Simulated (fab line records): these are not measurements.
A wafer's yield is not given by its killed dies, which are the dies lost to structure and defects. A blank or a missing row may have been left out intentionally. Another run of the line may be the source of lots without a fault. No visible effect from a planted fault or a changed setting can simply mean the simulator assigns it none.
Struck lot and sound lot, side by side    flow sky130    18 steps out of a route of 708
Sound: the wafers L318.2, L318.3, L318.6. The struck wafers were L322.1, L322.2, L322.4. At the end, the cause is stated.
For every step that has rows: the tool of each side, followed by ch and its chambers, followed by its first start. Under that, the readings that differ: sound wafers    struck wafers    difference of the means    sigmas: that difference in standard deviations of wafers without a fault.
alike: words and numbers the same on both sides, and readings whose means are apart by under 2 such deviations; not compared: readings that were withheld, readings missing a value for some wafer, numbers with overlapping values and no deviation given by the record, and bounds like >300 which may hide the same value.
A row with sigmas, a row that says differs or no value, or rows on one side alone: a step with any of these is where the two part. Numbers that don't overlap but have no deviation are shown without sigmas and don't part them. A reading missing from all wafers of one side parts the sides only when that side holds two or more wafers.

first, 4 steps without rows for these wafers: SKY_PWDE_SOFTBAKE_03; SKY_PWDE_EXPOSE_04 (exposes mask PWDEM, target cd 840 nm); SKY_PWDE_PEB_05; SKY_PWDE_DEVELOP_06 (develop time 60 s).
SKY_PWDE_OVL_MEAS_07:
  sound on overlay-01 at day 4 22:33; struck on overlay-02 at day 5 09:12
  alike: PWDE_OVL
next, for these wafers, 1 step has no rows: SKY_PWDE_IMPLANT_08.
SKY_PWDE_STRIP_09: strips in O2/N2.
  sound on plasmaAsher-03 ch 0,1, day 4 22:44; struck on plasmaAsher-02 ch 0,1, day 5 09:23
  alike: drypumpMotorCurrentA, oesProductAu, stripTimeToEndpointS
  not compared: rfHoursCounterH
SKY_PWDE_TW_MEAS_10:
  sound on filmMetro-02 at day 4 22:50; struck on filmMetro-03 at day 5 09:29
  alike: PWDE_TW
then, 4 steps without rows for these wafers: SKY_NWELL_DEHYDRATE_03 (time 60 s); SKY_NWELL_HMDS_04 (prime time 60 s); SKY_NWELL_COAT_05 (resist thk 2947 nm); SKY_NWELL_SOFTBAKE_06.
SKY_NWELL_EXPOSE_07: exposes mask NWM, target cd 840 nm.
  sound on ilineStepper-02 ch 0, day 5 08:04; struck on ilineStepper-02 ch 0, day 5 18:09
reading                      sound                    struck             difference  sigmas
model.NWELL.overlayXNm (nm)  0.06711 0.06711 0.06711  289.1 289.1 289.1  +289.0      
  alike: mask, exposureDoseMJCm2, focusOffsetNm
then, 2 steps without rows for these wafers: SKY_NWELL_PEB_08; SKY_NWELL_DEVELOP_09 (develop time 60 s).
SKY_NWELL_OVL_MEAS_10:
  sound on overlay-01 at day 5 16:52; struck on overlay-01 at day 6 04:08
reading            sound           struck             difference  sigmas
NWELL_00_OVL (nm)  -1.6 -1.9 -2.9  289.8 289.0 289.5  +291.6      +99 or more
next, for these wafers, 1 step has no rows: SKY_NWELL_IMPLANT_11.
-- the record jumps here: 41 days lie between the struck wafers' starts before and after (it left off in module NWELL and takes up again in module PAD_OPEN, whose first step shown is number 708 of the route) --
SKY_PAD_OPEN_PROBE_99:
  sound on prober-01 at day 47 07:26; struck on prober-02 at day 47 13:09
reading           sound       struck       difference  sigmas
killedAtFrontEnd  15 16 18    432 429 427  +413        +88
killedDies        81 100 102  492 492 492  +398        +41
killedOnRim       15 19 16    96 96 96     +79         +21
killedShort       38 45 53    27 40 30     -13         -2
  alike: killed_at_M0_to_M3, killed_at_M4_up, killedAtContacts, killedAtOther, killedOpen

WHERE THEY PART
At SKY_NWELL_OVL_MEAS_10 first; at SKY_PAD_OPEN_PROBE_99 last (within this record only).

WHY: the cause the simulator had injected
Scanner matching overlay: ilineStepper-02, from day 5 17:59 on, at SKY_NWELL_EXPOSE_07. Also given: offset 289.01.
